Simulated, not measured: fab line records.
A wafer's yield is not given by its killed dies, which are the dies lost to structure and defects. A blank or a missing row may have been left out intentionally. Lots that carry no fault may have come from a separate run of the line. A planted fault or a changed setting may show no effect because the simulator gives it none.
Which tool was responsible? -- flow gf180mcu -- 6 lots with 18 wafers sampled at 2 steps, on a route of 602 steps

WHAT THE GAUGES READ, wafer by wafer
GF_HV_LDD_TW_MEAS_11.
lot,measured,on,HV_LDD_TW
L407,day 10 12:15,film_metro-03,2429 2424 2423
L411,day 11 09:22,film_metro-02,2448 2427 2442
L414,day 12 08:55,film_metro-01,2424 2418 2416
L421,day 14 12:13,film_metro-03,2309 2299 2301
L425,day 15 22:04,film_metro-01,2405 2415 2405
L429,day 16 22:36,film_metro-03,2428 2417 2434

WHICH TOOL RAN EACH LOT (tool, then ch and the chambers of the sampled wafers, then the start)
lot,GF_HV_LDD_IMPLANT_09
L407,"implanter-02 ch 0, day 10 12:01"
L411,"implanter-02 ch 0, day 11 09:09"
L414,"implanter-04 ch 0, day 12 08:43"
L421,"implanter-02 ch 0, day 14 11:58"
L425,"implanter-01 ch 0, day 15 21:49"
L429,"implanter-04 ch 0, day 16 22:21"
- GF_HV_LDD_IMPLANT_09

THE ANSWER, worked out from the rows above alone
Rule: what is usual is taken from the lots themselves. The widest of any qualifying gaps counts: lots, ordered by their means at a reading, are off when they make up no more than a third of the lots, leave a main group of 4 or more, and stand apart from it by 3 or more times the standard deviation of that group's means. A main group whose means are all the same, to the digits that the tables above print for the reading, isn't used. A lot without any number at a reading at which 4 lots or more have one is off too. Where the step has rows for the other lots, those lots are counted as sound.
Off: at GF_HV_LDD_TW_MEAS_11 (HV_LDD_TW), L421. Main group: mean 2424, sd 10.
If a tool, at a process step before that reading, ran all the lots that are off and no sound lot after the first of them, it fits. Those tools and the gauges at GF_HV_LDD_TW_MEAS_11 are tried in the same way. One candidate fits, namely implanter-02 at GF_HV_LDD_IMPLANT_09. Its last sound lot is L411 (day 11 09:09), its first lot that is off L421 (day 14 11:58): a fault that began between those two fits.

WHAT WAS PUT IN BY THE SIMULATOR
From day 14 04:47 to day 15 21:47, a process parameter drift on implanter-02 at GF_HV_LDD_IMPLANT_09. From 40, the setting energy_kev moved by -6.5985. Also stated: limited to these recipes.
Struck lots among those shown: L421. The rule above reached the same finding.
